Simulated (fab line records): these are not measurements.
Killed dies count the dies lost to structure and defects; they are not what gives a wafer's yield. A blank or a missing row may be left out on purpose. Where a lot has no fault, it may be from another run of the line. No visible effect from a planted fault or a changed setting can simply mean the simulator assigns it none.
The tool behind it: which one?    flow sky130    36 wafers from 12 lots sampled at 6 of the route's 708 steps

== WHAT THE GAUGES READ, wafer by wafer ==
SKY_FIELD_ISO_THK_MEAS_25.
lot   measured     on             FIELD_ISO_CVD_24_THK (nm)
L771  day 2 14:34  film-metro-01  575 599 600
L772  day 2 17:58  film-metro-04  598 588 576
L773  day 2 21:59  film-metro-04  578 592 586
L774  day 3 04:28  film-metro-01  580 601 586
L775  day 3 09:44  film-metro-02  606 605 590
L776  day 3 16:53  film-metro-01  596 587 580
L777  day 3 19:44  film-metro-01  592 591 591
L778  day 4 00:28  film-metro-01  588 589 598
L788  day 6 06:11  film-metro-02  603 604 583
L790  day 6 17:16  film-metro-04  595 593 582
L791  day 6 21:17  film-metro-02  602 598 583
L792  day 7 02:08  film-metro-04  597 601 591

SKY_PWDE_TW_MEAS_10.
lot   measured     on             PWDE_TW
L771  day 4 05:28  film-metro-01  369.8 373.6 371.4
L772  day 4 08:25  film-metro-01  369.9 372.7 370.2
L773  day 4 11:22  film-metro-01  370.7 371.1 369.0
L774  day 4 17:28  film-metro-01  373.7 369.2 371.0
L775  day 5 00:43  film-metro-01  374.9 373.2 375.6
L776  day 5 07:49  film-metro-03  372.5 372.6 372.1
L777  day 5 11:47  film-metro-03  371.4 371.9 369.3
L778  day 5 14:56  film-metro-03  364.1 362.9 362.6
L788  day 8 03:59  film-metro-01  372.4 371.0 370.9
L790  day 8 15:14  film-metro-03  369.3 369.6 369.3
L791  day 8 20:00  film-metro-01  370.2 370.3 371.7
L792  day 9 00:38  film-metro-01  372.7 371.8 374.5

SKY_NWELL_RS_MEAS_31: measures by four-point-probe.
lot   measured      on             PWDE_RS (ohm/sq)
L771  day 5 17:35   film-metro-04  5278 5306 5307
L772  day 5 19:47   film-metro-03  5277 5285 5298
L773  day 5 23:52   film-metro-03  5269 5268 5280
L774  day 6 06:08   film-metro-03  5272 5291 5284
L775  day 6 13:30   film-metro-01  5264 5268 5266
L776  day 6 21:11   film-metro-04  5271 5278 5285
L777  day 7 01:13   film-metro-04  5258 5242 5259
L778  day 7 05:26   film-metro-01  5610 5600 5591
L788  day 10 01:17  film-metro-01  5276 5293 5297
L790  day 10 13:05  film-metro-03  5296 5274 5299
L791  day 10 17:29  film-metro-01  5254 5261 5265
L792  day 10 22:17  film-metro-01  5286 5283 5279

SKY_VT_ADJUST_HVTP_CD_MEAS_07 targets a cd of 380 nm.
lot   measured      on         cd-nm (nm)
L771  day 6 11:14   cd-sem-01  381.0 381.2 380.8
L772  day 6 13:52   cd-sem-01  383.0 385.6 384.9
L773  day 6 17:16   cd-sem-02  379.9 382.4 381.2
L774  day 7 00:14   cd-sem-02  376.4 380.3 378.3
L775  day 7 08:32   cd-sem-01  379.7 378.6 381.4
L776  day 7 16:50   cd-sem-02  383.6 383.9 384.4
L777  day 7 21:17   cd-sem-01  382.3 380.4 380.9
L778  day 8 00:44   cd-sem-01  377.4 375.9 376.5
L788  day 10 23:43  cd-sem-01  376.4 377.5 378.0
L790  day 11 11:17  cd-sem-02  387.8 385.8 387.0
L791  day 11 16:26  cd-sem-02  380.2 380.5 381.4
L792  day 11 20:44  cd-sem-01  382.1 383.1 383.2

== TOOL THAT RAN EACH LOT (tool first, then ch and the chambers of the sampled wafers, then the start) ==
lot   SKY_FIELD_ISO_ETCH_17            SKY_PWDE_IMPLANT_08
L771  rie-si-02 ch 0,2,3, day 2 11:28  implanter-01 ch 0, day 4 05:13
L772  rie-si-01 ch 0,2,3, day 2 15:32  implanter-01 ch 0, day 4 08:10
L773  rie-si-02 ch 1,2, day 2 20:12    implanter-03 ch 0, day 4 11:07
L774  rie-si-01 ch 0,1,3, day 3 02:09  implanter-01 ch 0, day 4 17:13
L775  rie-si-01 ch 0,2,3, day 3 08:06  implanter-03 ch 0, day 5 00:28
L776  rie-si-01 ch 0,1,2, day 3 14:30  implanter-03 ch 0, day 5 07:34
L777  rie-si-02 ch 0,1,2, day 3 17:26  implanter-03 ch 0, day 5 11:32
L778  rie-si-01 ch 0,2,3, day 3 22:32  implanter-03 ch 0, day 5 14:43
L788  rie-si-02 ch 0,1,2, day 6 04:32  implanter-01 ch 0, day 8 03:44
L790  rie-si-02 ch 1,2, day 6 14:01    implanter-01 ch 0, day 8 14:59
L791  rie-si-01 ch 0,2, day 6 18:42    implanter-01 ch 0, day 8 19:46
L792  rie-si-01 ch 0,1,2, day 7 00:15  implanter-04 ch 0, day 9 00:23
- SKY_FIELD_ISO_ETCH_17: etches Si in HBr/Cl2/O2, target depth 342 nm, time 97.7 s.
- SKY_PWDE_IMPLANT_08

== WHAT THE TOOLS THEMSELVES READ (means of the sampled wafers that have a number; where no wafer has one, the mark that the record gives instead) ==
SKY_FIELD_ISO_ETCH_17.
lot   tool       drypump-motor-current-A (A)  oes-product-au (a.u.)  throttle-valve-pct (%)
L771  rie-si-02  6.18                         1.002                  25.655
L772  rie-si-01  5.88                         1.022                  25.641
L773  rie-si-02  6.22                         1.020                  25.638
L774  rie-si-01  5.92                         1.026                  25.643
L775  rie-si-01  5.89                         1.023                  25.646
L776  rie-si-01  6.02                         1.016                  25.641
L777  rie-si-02  6.35                         1.014                  25.649
L778  rie-si-01  5.87                         1.018                  25.647
L788  rie-si-02  6.38                         1.008                  25.652
L790  rie-si-02  6.22                         1.020                  25.655
L791  rie-si-01  5.92                         1.016                  25.652
L792  rie-si-01  6.01                         1.003                  25.642

SKY_PWDE_IMPLANT_08.
lot   tool          dose-ions-cm2
L771  implanter-01  3.598e+12
L772  implanter-01  3.601e+12
L773  implanter-03  3.600e+12
L774  implanter-01  3.600e+12
L775  implanter-03  3.599e+12
L776  implanter-03  3.603e+12
L777  implanter-03  3.599e+12
L778  implanter-03  3.598e+12
L788  implanter-01  3.596e+12
L790  implanter-01  3.610e+12
L791  implanter-01  3.596e+12
L792  implanter-04  3.599e+12

== THE ANSWER, worked out from the rows above alone ==
Rule: what is usual is taken from the lots themselves. Put in order of their means at a reading, lots are off if they are a third of the lots or fewer, leave a main group of 4 or more, and stand apart from it by a gap of 3 or more times the standard deviation of the main group's means; of several such gaps the widest counts. A main group is skipped when, at the precision printed for the reading in the tables above, its means are all equal. Also off: a lot with no number at a reading for which 4 or more lots have one. Any other lot the step has rows for is counted as sound. The gauges are gone through in route order, then the tools' own readings, and for those a lot's mean is taken as printed above. At the first step where some lot is off, the reading lying furthest off is the one used; lots without a number count as furthest.
Off: at SKY_PWDE_TW_MEAS_10 (PWDE_TW), L778. The main group has a mean of 371.5 with a standard deviation of 1.3.
A tool fits if, at a process step before that reading, it ran every lot that is off, and no sound lot after the first of them. The gauges at SKY_PWDE_TW_MEAS_10 aren't tried: what is off there is off at SKY_NWELL_RS_MEAS_31 too, on other tools, and a gauge's error can't cause that. One candidate fits, namely implanter-03 at SKY_PWDE_IMPLANT_08. Its last sound lot is L777 (day 5 11:32), its first lot that is off L778 (day 5 14:43): a fault that began between those two fits.

== WHAT HAD BEEN PUT IN BY THE SIMULATOR ==
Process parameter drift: implanter-03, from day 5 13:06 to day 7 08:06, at SKY_PWDE_IMPLANT_08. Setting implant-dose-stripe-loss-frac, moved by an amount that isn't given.
Shown lots that were struck: L778. The same result came from the rule above.
